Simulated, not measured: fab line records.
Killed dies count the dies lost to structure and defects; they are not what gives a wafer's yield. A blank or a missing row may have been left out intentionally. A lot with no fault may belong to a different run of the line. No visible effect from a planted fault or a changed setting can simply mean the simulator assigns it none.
fab line records	flow sky130
record: lots: 6	wafers: 18	last-day: 49
route steps=708 shown LDD_HVN@274 LDD_HVP@278 LDD_LDN@289 PAD_OPEN@708
lots with no fault: from the same line, run without faults
start-h: hours from the record's first day to the start of the lot's first wafer shown	wait-h: how many hours have passed since the lot's step before this one	" same as the row above	L1.1+2: a row that stands for several wafers	- no value present, or no start provided	* or withheld: withheld	< > ~ a bound
route shown NAME@n: NAME is a module with steps in the file, n the number in the route of the first one	usual: mean/standard deviation of fault-free wafers	same: alike in all rows	chamber/n: place in a boat	sites: each site's reading	_std_site: standard deviation of those values	_edge_site: outer sites' mean less inner sites'	radius-mm: for every site, how far away it sits from the centre of the wafer	mask NAME#n: copy n	behind: the tool/chamber that last shaped the wafer	hold: cause of the lot's hold/its duration in hours/its outcome	device: transistor that didn't switch, given as n, p or np	end of line: the route-end tests of the same wafers	where a step has no rows: the recipe by itself	killed: dies that structure and defects cost at the first sort, which is not the same as the wafer's yield	map: the dies of a wafer, with x for killed, . for not killed, _ for no die there
set.NAME: setting as actually run; set.NAME@STEP: the setting as run at that earlier step	model.NAME: the simulator's own value behind a step, which no gauge read
lots seen at some steps along the route; tables by step, rows by wafer
services: the hour from which a tool's chamber was out of use, counted from the record's first day as start-h (under 0 if before that day), plus the number of hours and why
== steps ==
step: SKY_LDD_HVN_OVL_MEAS_07
usual: LDD_HVN_OVL: -0.5/1.5
lot.wafer	tool	chamber	start-h	wait-h	LDD_HVN_OVL[nm]
L107.2	overlay-01	-	468.18	0.1	1.0
L107.4	"	-	"	"	0.5
L107.6	"	-	"	"	1.1
L118.1	overlay-01	-	559.97	0.1	-1.8
L118.2	"	-	"	"	-1.9
L118.4	"	-	"	"	-3.6
L120.1	overlay-01	-	579.56	0.1	-1.6
L120.3	"	-	"	"	-1.3
L120.5	"	-	"	"	-0.8
L121.1	overlay-02	-	589.22	0.1	1.4
L121.3	"	-	"	"	2.1
L121.6	"	-	"	"	1.2
L122.2	overlay-01	-	590.22	0.1	-3.4
L122.4	"	-	"	"	-1.6
L122.6	"	-	"	"	-1.1
L127.1	overlay-02	-	633.31	0.1	1.5
L127.4	"	-	"	"	1.5
L127.6	"	-	"	"	2.2
step: SKY_LDD_HVN_IMPLANT_08
recipe: species: P	energy-kev: 59.23	dose-cm2: 3e+13	tilt-deg: 40
step: SKY_LDD_HVN_STRIP_09
recipe: chemistry: O2/N2	power-w: 1400	pressure-mtorr: 1500	platen-temp-c: withheld	o2-flow-sccm: 3000	n2-flow-sccm: 300	overash-fraction: 0.5
usual: drypump-motor-current-A: 5.8/0.66	oes-product-au: 0.409/0.0047	strip-time-to-endpoint-s: 4.132/0.013
lot.wafer	tool	chamber	start-h	wait-h	drypump-motor-current-A	oes-product-au	rf-hours-counter-h	strip-time-to-endpoint-s
L107.2	plasma-asher-04	1	468.36	0.1	5.4	0.408	35	4.148
L107.4	"	1	"	"	5.4	0.415	-	4.132
L107.6	"	1	"	"	5.4	0.411	-	4.150
L118.1	plasma-asher-01	1	560.16	0.1	6.4	0.409	13	4.137
L118.2	"	0	"	"	5.0	0.414	13	4.146
L118.4	"	0	"	"	5.0	0.397	-	4.135
L120.1	plasma-asher-03	1	579.75	0.1	6.3	0.408	88	4.135
L120.3	"	1	"	"	6.3	0.412	-	4.131
L120.5	"	1	"	"	6.3	0.410	-	4.127
L121.1	plasma-asher-01	0	589.41	0.1	4.9	0.404	16	4.145
L121.3	"	1	"	"	6.5	0.421	-	4.153
L121.6	"	0	"	"	5.0	0.407	-	4.130
L122.2	plasma-asher-01	0	590.40	0.1	5.0	0.401	16	4.123
L122.4	"	0	"	"	4.9	0.416	-	4.117
L122.6	"	0	"	"	5.0	0.409	-	4.113
L127.1	plasma-asher-01	0	633.50	0.1	5.0	0.397	19	4.154
L127.4	"	1	"	"	6.5	0.411	-	4.129
L127.6	"	0	"	"	5.0	0.410	-	4.144
step: SKY_LDD_HVN_TW_MEAS_10
usual: LDD_HVN_TW: 1423/7.9
lot.wafer	tool	chamber	start-h	wait-h	LDD_HVN_TW
L107.2	film-metro-01	-	468.47	0.1	1425
L107.4	"	-	"	"	1425
L107.6	"	-	"	"	1417
L118.1	film-metro-04	-	560.26	0.1	1420
L118.2	"	-	"	"	1423
L118.4	"	-	"	"	1427
L120.1	film-metro-02	-	579.85	0.1	1428
L120.3	"	-	"	"	1416
L120.5	"	-	"	"	1427
L121.1	film-metro-01	-	589.51	0.1	1430
L121.3	"	-	"	"	1429
L121.6	"	-	"	"	1434
L122.2	film-metro-02	-	590.51	0.1	1430
L122.4	"	-	"	"	1435
L122.6	"	-	"	"	1435
L127.1	film-metro-04	-	633.60	0.1	1412
L127.4	"	-	"	"	1417
L127.6	"	-	"	"	1417
step: SKY_LDD_HVP_DEHYDRATE_00
recipe: temp-c: 200	time-s: 60
step: SKY_LDD_HVP_HMDS_01
recipe: prime-time-s: 60	prime-temp-c: 120
step: SKY_LDD_HVP_COAT_02
recipe: resist: NOVOLAK	spin-rpm: 3000	resist-thk-nm: 300
step: SKY_LDD_HVP_SOFTBAKE_03
recipe: temp-c: 90	time-s: 60	resist: NOVOLAK
step: SKY_LDD_HVP_EXPOSE_04
recipe: mask-id: HVPTM	na: 0.6	source-shape: conventional	sigma-outer: 0.6	polarization: unpolarized	target-cd-nm: 700	dose-mj: 86
step: SKY_LDD_HVP_PEB_05
recipe: temp-c: withheld	time-s: *	resist: NOVOLAK
step: SKY_LDD_HVP_DEVELOP_06
recipe: resist: NOVOLAK	developer: TMAH	develop-time-s: 60	dev-temp-c: 23
step: SKY_LDD_HVP_OVL_MEAS_07
usual: LDD_HVP_OVL: 0.8/1.3
lot.wafer	tool	chamber	start-h	wait-h	LDD_HVP_OVL[nm]
L107.2	overlay-01	-	499.37	0.1	-0.2
L107.4	"	-	"	"	-0.6
L107.6	"	-	"	"	0.4
L118.1	overlay-02	-	589.61	0.1	1.0
L118.2	"	-	"	"	1.8
L118.4	"	-	"	"	1.9
L120.1	overlay-02	-	607.77	0.1	3.0
L120.3	"	-	"	"	1.9
L120.5	"	-	"	"	0.8
L121.1	overlay-02	-	616.27	0.1	-0.2
L121.3	"	-	"	"	0.0
L121.6	"	-	"	"	-0.9
L122.2	overlay-02	-	617.33	0.1	1.8
L122.4	"	-	"	"	2.8
L122.6	"	-	"	"	2.2
L127.1	overlay-01	-	662.11	0.1	-0.9
L127.4	"	-	"	"	-1.6
L127.6	"	-	"	"	-1.9
step: SKY_LDD_HVP_IMPLANT_08
recipe: species: B	energy-kev: 20	dose-cm2: 1.7e+13	tilt-deg: 17.9
usual: dose-ions-cm2: 1.6998e+13/1.6e+10	end-station-pressure-torr: 5.08e-06/2.8e-07	faraday-current-uA: 95.9/1.9
lot.wafer	tool	chamber	start-h	wait-h	dose-ions-cm2	end-station-pressure-torr	faraday-current-uA
L107.2	implanter-03	0	499.43	0.0	1.6997e+13	4.96e-06	97.2
L107.4	"	0	"	"	1.6995e+13	5.07e-06	95.5
L107.6	"	0	"	"	1.698e+13	4.56e-06	96.8
L118.1	implanter-04	0	589.65	0.0	1.6995e+13	4.82e-06	96.4
L118.2	"	0	"	"	1.7007e+13	5.42e-06	95.9
L118.4	"	0	"	"	1.6993e+13	4.89e-06	98.2
L120.1	implanter-04	0	607.81	0.0	1.2083e+13	4.69e-06	68.2
L120.3	"	0	"	"	1.205e+13	5.03e-06	68.0
L120.5	"	0	"	"	1.2069e+13	4.62e-06	69.6
L121.1	implanter-03	0	616.31	0.0	1.6997e+13	5.2e-06	95.8
L121.3	"	0	"	"	1.6993e+13	5.16e-06	96.5
L121.6	"	0	"	"	1.7006e+13	5.08e-06	98.2
L122.2	implanter-04	0	617.42	0.1	1.2031e+13	5.19e-06	65.6
L122.4	"	0	"	"	1.2044e+13	4.76e-06	68.0
L122.6	"	0	"	"	1.2024e+13	5.3e-06	70.3
L127.1	implanter-03	0	662.15	0.0	1.702e+13	5.19e-06	90.6
L127.4	"	0	"	"	1.6976e+13	4.99e-06	96.4
L127.6	"	0	"	"	1.6982e+13	5.3e-06	97.4
step: SKY_LDD_HVP_STRIP_09
recipe: chemistry: O2/N2	power-w: 1400	pressure-mtorr: 1500	platen-temp-c: withheld	o2-flow-sccm: 3000	n2-flow-sccm: 300	overash-fraction: 0.5
usual: drypump-motor-current-A: 5.7/0.53	oes-product-au: 0.409/0.0049	strip-time-to-endpoint-s: 4.131/0.015
lot.wafer	tool	chamber	start-h	wait-h	drypump-motor-current-A	oes-product-au	rf-hours-counter-h	strip-time-to-endpoint-s
L107.2	plasma-asher-02	1	499.55	0.1	6.0	0.407	64	4.171
L107.4	"	1	"	"	6.0	0.408	-	4.139
L107.6	"	0	"	"	6.2	0.400	-	4.134
L118.1	plasma-asher-02	0	589.80	0.1	6.2	0.418	73	4.135
L118.2	"	1	"	"	6.0	0.408	73	4.146
L118.4	"	1	"	"	6.0	0.416	-	4.136
L120.1	plasma-asher-01	1	607.96	0.1	6.4	0.412	17	4.161
L120.3	"	0	"	"	5.0	0.412	-	4.158
L120.5	"	1	"	"	6.5	0.416	-	4.163
L121.1	plasma-asher-04	0	616.46	0.1	5.5	0.405	50	4.126
L121.3	"	1	"	"	5.4	0.402	-	4.154
L121.6	"	1	"	"	5.4	0.400	-	4.139
L122.2	plasma-asher-01	1	617.54	0.1	6.4	0.404	18	4.134
L122.4	"	0	"	"	5.0	0.411	-	4.124
L122.6	"	1	"	"	6.4	0.415	-	4.124
L127.1	plasma-asher-01	1	662.30	0.1	6.5	0.411	22	4.136
L127.4	"	1	"	"	6.4	0.414	-	4.148
L127.6	"	1	"	"	6.4	0.418	-	4.129
step: SKY_LDD_HVP_TW_MEAS_10
usual: LDD_HVP_TW: 450/3.7
lot.wafer	tool	chamber	start-h	wait-h	LDD_HVP_TW
L107.2	film-metro-04	-	499.66	0.1	451
L107.4	"	-	"	"	450
L107.6	"	-	"	"	451
L118.1	film-metro-01	-	589.90	0.1	456
L118.2	"	-	"	"	458
L118.4	"	-	"	"	456
L120.1	film-metro-03	-	608.06	0.1	403
L120.3	"	-	"	"	404
L120.5	"	-	"	"	403
L121.1	film-metro-04	-	616.56	0.1	450
L121.3	"	-	"	"	449
L121.6	"	-	"	"	447
L122.2	film-metro-04	-	617.65	0.1	403
L122.4	"	-	"	"	402
L122.6	"	-	"	"	401
L127.1	film-metro-03	-	662.40	0.1	445
L127.4	"	-	"	"	445
L127.6	"	-	"	"	446
step: SKY_LDD_LDN_DEHYDRATE_00
recipe: temp-c: 200	time-s: 60
step: SKY_PAD_OPEN_PROBE_99
usual: killed_at_M0_to_M3: 44/7.1	killed_at_M4_up: 3/1.6	killed-at-contacts: 24/5.4	killed-at-front-end: 15/4.7	killed-at-other: 0.3/0.51	killed-dies: 87/9.9	killed-open: 48/7.6	killed-short: 39/6.3
same: gross-dies: 492	killed-at-back-side: 0
lot.wafer	tool	chamber	start-h	wait-h	killed_at_M0_to_M3	killed_at_M4_up	killed-at-contacts	killed-at-front-end	killed-at-other	killed-dies	killed-open	killed-short	model.etest.tip_p_5v.rs-ohm-sq	model.etest.pfet-g5v0d10v5.r-on-ohm-um	model.etest.tip_p_5v.rs-ohm-sq-range	model.etest.pfet-g5v0d10v5.drive-ua-um	model.etest.pfet-g5v0d10v5.off-log10-a-um
L107.2	prober-02	-	1075.19	0.1	38	1	20	22	1	82	47	35	2867	4729	47.69	339.1	-12.42
L107.4	prober-02	-	1075.29	0.2	45	4	40	11	1	101	55	46	2862	4774	93.36	338.7	-12.5
L107.6	prober-02	-	1075.39	0.2	43	1	29	11	0	84	60	24	2872	4765	26.17	340.2	-12.36
L118.1	prober-02	-	1137.99	0.1	49	5	25	18	0	97	54	43	2844	4716	103.3	341.7	-12.91
L118.2	prober-02	-	1138.04	0.1	43	3	31	23	1	101	56	45	2882	4708	55.82	342.3	-12.84
L118.4	prober-02	-	1138.14	0.2	59	1	29	11	1	101	53	48	2858	4781	74.17	341	-12.68
L120.1	prober-02	-	1153.89	0.1	46	1	29	15	0	91	51	40	3684	4876	142.6	335.9	-12.98
L120.3	prober-02	-	1153.99	0.2	51	1	20	14	2	88	52	36	3685	4958	98.35	326.5	-13.01
L120.5	prober-02	-	1154.09	0.2	46	3	21	21	0	91	51	40	3705	4888	123.9	330.4	-12.95
L121.1	prober-01	-	1155.95	0.1	41	3	20	15	0	79	46	33	2884	4828	67.26	336.5	-12.81
L121.3	prober-01	-	1156.05	0.2	33	3	28	15	0	79	43	36	2873	4853	46.42	334.9	-12.86
L121.6	prober-01	-	1156.20	0.2	45	3	32	21	0	101	55	46	2878	4795	70.49	338.7	-12.97
L122.2	prober-02	-	1158.08	0.1	46	4	37	18	1	106	60	46	3668	4890	165.3	332.1	-12.77
L122.4	prober-02	-	1158.18	0.2	28	2	21	20	0	71	41	30	3671	4894	165.9	329.3	-12.72
L122.6	prober-02	-	1158.28	0.2	51	3	26	10	0	90	42	48	3705	4835	105.2	336.1	-12.47
L127.1	prober-01	-	1180.69	0.1	36	5	25	20	1	87	50	37	2899	4710	54.32	341.2	-12.51
L127.4	prober-01	-	1180.84	0.2	39	3	28	23	0	93	50	43	2907	4856	66.57	333.6	-12.72
L127.6	prober-01	-	1180.94	0.2	40	4	32	18	0	94	52	42	2900	4772	40.59	336.9	-12.89
killed by level:class
L107.2 CONTACT:geometric-particle:open=9 VIA1:geometric-particle:open=8 VIA2:geometric-particle:open=7 VIA2:geometric-particle:short=7 LI_CONTACT:geometric-particle:open=6 FIELD_ISO:geometric-particle:open=5 POLY_GATE:geometric-particle:short=5 POLY_GATE:geometric-particle:open=4
L107.4 CONTACT:geometric-particle:open=14 VIA3:geometric-particle:open=12 LI_CONTACT:geometric-particle:open=9 LOCAL_INTERCONNECT:geometric-particle:short=8 VIA2:geometric-particle:open=8 CONTACT:geometric-particle:short=7 METAL2:geometric-particle:short=6 METAL1:geometric-particle:short=5
L107.6 CONTACT:geometric-particle:open=14 VIA1:geometric-particle:open=13 LI_CONTACT:geometric-particle:open=11 VIA3:geometric-particle:open=9 POLY_GATE:geometric-particle:short=6 VIA2:geometric-particle:open=6 METAL1:geometric-particle:short=4 VIA3:geometric-particle:short=3
L118.1 VIA1:geometric-particle:open=12 POLY_GATE:geometric-particle:open=7 LI_CONTACT:geometric-particle:open=7 VIA2:geometric-particle:open=7 VIA3:geometric-particle:open=7 METAL2:geometric-particle:short=6 CONTACT:geometric-particle:short=6 CONTACT:geometric-particle:open=6
L118.2 VIA1:geometric-particle:open=16 CONTACT:geometric-particle:open=14 FIELD_ISO:geometric-particle:short=6 VIA1:geometric-particle:short=6 LI_CONTACT:geometric-particle:open=6 CONTACT:geometric-particle:short=6 FIELD_ISO:geometric-particle:open=5 POLY_GATE:geometric-particle:short=5
L118.4 VIA1:geometric-particle:open=15 VIA1:geometric-particle:short=12 LI_CONTACT:geometric-particle:open=9 CONTACT:geometric-particle:open=8 VIA3:geometric-particle:open=7 VIA2:geometric-particle:open=7 METAL2:geometric-particle:short=6 LOCAL_INTERCONNECT:geometric-particle:short=5
L120.1 CONTACT:geometric-particle:open=14 VIA1:geometric-particle:open=13 VIA2:geometric-particle:open=7 VIA1:geometric-particle:short=6 LI_CONTACT:geometric-particle:open=6 METAL2:geometric-particle:short=6 FIELD_ISO:geometric-particle:open=5 POLY_GATE:geometric-particle:short=4
L120.3 VIA1:geometric-particle:open=11 VIA3:geometric-particle:open=8 METAL1:geometric-particle:short=7 VIA1:geometric-particle:short=7 POLY_GATE:geometric-particle:open=6 CONTACT:geometric-particle:open=6 LI_CONTACT:geometric-particle:open=5 VIA2:geometric-particle:open=5
L120.5 VIA1:geometric-particle:open=11 METAL1:geometric-particle:short=8 POLY_GATE:geometric-particle:open=7 CONTACT:geometric-particle:open=7 LI_CONTACT:geometric-particle:open=5 METAL2:geometric-particle:short=5 VIA3:geometric-particle:open=5 FIELD_ISO:geometric-particle:short=4
L121.1 VIA1:geometric-particle:open=11 VIA2:geometric-particle:open=8 FIELD_ISO:geometric-particle:short=6 LI_CONTACT:geometric-particle:open=6 VIA1:geometric-particle:short=6 CONTACT:geometric-particle:open=6 FIELD_ISO:geometric-particle:open=5 VIA3:geometric-particle:open=4
L121.3 VIA1:geometric-particle:open=10 CONTACT:geometric-particle:open=8 CONTACT:geometric-particle:short=7 LOCAL_INTERCONNECT:geometric-particle:short=5 LI_CONTACT:geometric-particle:open=5 VIA2:geometric-particle:open=5 FIELD_ISO:geometric-particle:short=4 POLY_GATE:geometric-particle:open=4
L121.6 VIA1:geometric-particle:open=13 CONTACT:geometric-particle:short=10 CONTACT:geometric-particle:open=10 VIA1:geometric-particle:short=9 LI_CONTACT:geometric-particle:open=8 POLY_GATE:geometric-particle:short=4 POLY_GATE:geometric-particle:open=4 SPACER:geometric-particle:open=4
L122.2 CONTACT:geometric-particle:open=13 VIA3:geometric-particle:open=9 LI_CONTACT:geometric-particle:open=9 LOCAL_INTERCONNECT:geometric-particle:short=7 METAL1:geometric-particle:short=7 VIA1:geometric-particle:open=7 VIA1:geometric-particle:short=6 VIA2:geometric-particle:open=6
L122.4 CONTACT:geometric-particle:open=9 FIELD_ISO:geometric-particle:open=7 VIA2:geometric-particle:open=7 VIA3:geometric-particle:open=5 POLY_GATE:geometric-particle:short=4 LI_CONTACT:geometric-particle:open=4 POLY_GATE:geometric-particle:open=3 SPACER:geometric-particle:short=3
L122.6 METAL1:geometric-particle:short=11 VIA1:geometric-particle:open=9 VIA3:geometric-particle:open=9 CONTACT:geometric-particle:open=8 VIA3:geometric-particle:short=6 CONTACT:geometric-particle:short=5 LI_CONTACT:geometric-particle:open=5 LI_CONTACT:geometric-particle:short=4
L127.1 LI_CONTACT:geometric-particle:open=8 VIA1:geometric-particle:open=8 FIELD_ISO:geometric-particle:open=7 LOCAL_INTERCONNECT:geometric-particle:short=7 CONTACT:geometric-particle:open=6 POLY_GATE:geometric-particle:short=5 VIA3:geometric-particle:open=5 METAL2:geometric-particle:short=4
L127.4 VIA1:geometric-particle:open=12 LI_CONTACT:geometric-particle:open=9 CONTACT:geometric-particle:open=8 FIELD_ISO:geometric-particle:open=6 POLY_GATE:geometric-particle:short=5 CONTACT:geometric-particle:short=5 VIA1:geometric-particle:short=5 METAL2:geometric-particle:short=4
L127.6 LI_CONTACT:geometric-particle:open=11 VIA1:geometric-particle:open=11 METAL1:geometric-particle:short=7 VIA2:geometric-particle:open=7 POLY_GATE:geometric-particle:open=6 CONTACT:geometric-particle:short=6 CONTACT:geometric-particle:open=6 LOCAL_INTERCONNECT:geometric-particle:short=5
== services ==
tool	chamber	start-h	hours	kind
plasma-asher-01	-	457.79	1.4	repair
plasma-asher-03	-	466.06	1.7	repair
implanter-03	-	511.64	3.7	pm
plasma-asher-03	-	532.71	5.9	repair
implanter-04	-	562.68	6.6	repair
implanter-03	-	576.57	1.5	repair
plasma-asher-01	-	594.41	9.1	repair
plasma-asher-04	-	643.00	0.3	repair
implanter-03	-	643.45	1.5	repair
== key ==
first-sign: step: SKY_LDD_HVP_IMPLANT_08	reading: dose-ions-cm2	direction: down	sigmas: 99+	usual: *	struck: *
effect: step: SKY_LDD_HVP_IMPLANT_08	reading: faraday-current-uA	direction: down	sigmas: 14	usual: 95.9	struck: 68.3
effect: step: SKY_LDD_HVP_TW_MEAS_10	reading: LDD_HVP_TW	direction: down	sigmas: 13	usual: 450	struck: 403
model-effect: step: SKY_PAD_OPEN_PROBE_99	value: etest.tip_p_5v.rs-ohm-sq	without: 2861	struck: 3686
met-at SKY_LDD_HVP_IMPLANT_08
struck-wafers L120.1,L120.3,L120.5,L122.2,L122.4,L122.6
tester-left-out L120,L122
onset-between 589.65 607.81
fault: kind: process-parameter-drift	tool: implanter-04	chamber: -	onset-h: 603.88	steps: SKY_LDD_HVP_IMPLANT_08	channel: dose-cm2	offset: *	shape: step	end-h: 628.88	acts-in: *	stated: *
tester-left-out: of these lots the tester's yield and bins aren't shown, on N5 and GAA mostly nor the transistor test; their killed dies are dies lost to structure and defects alone, not to doping, threshold or leakage, so they don't give the yield
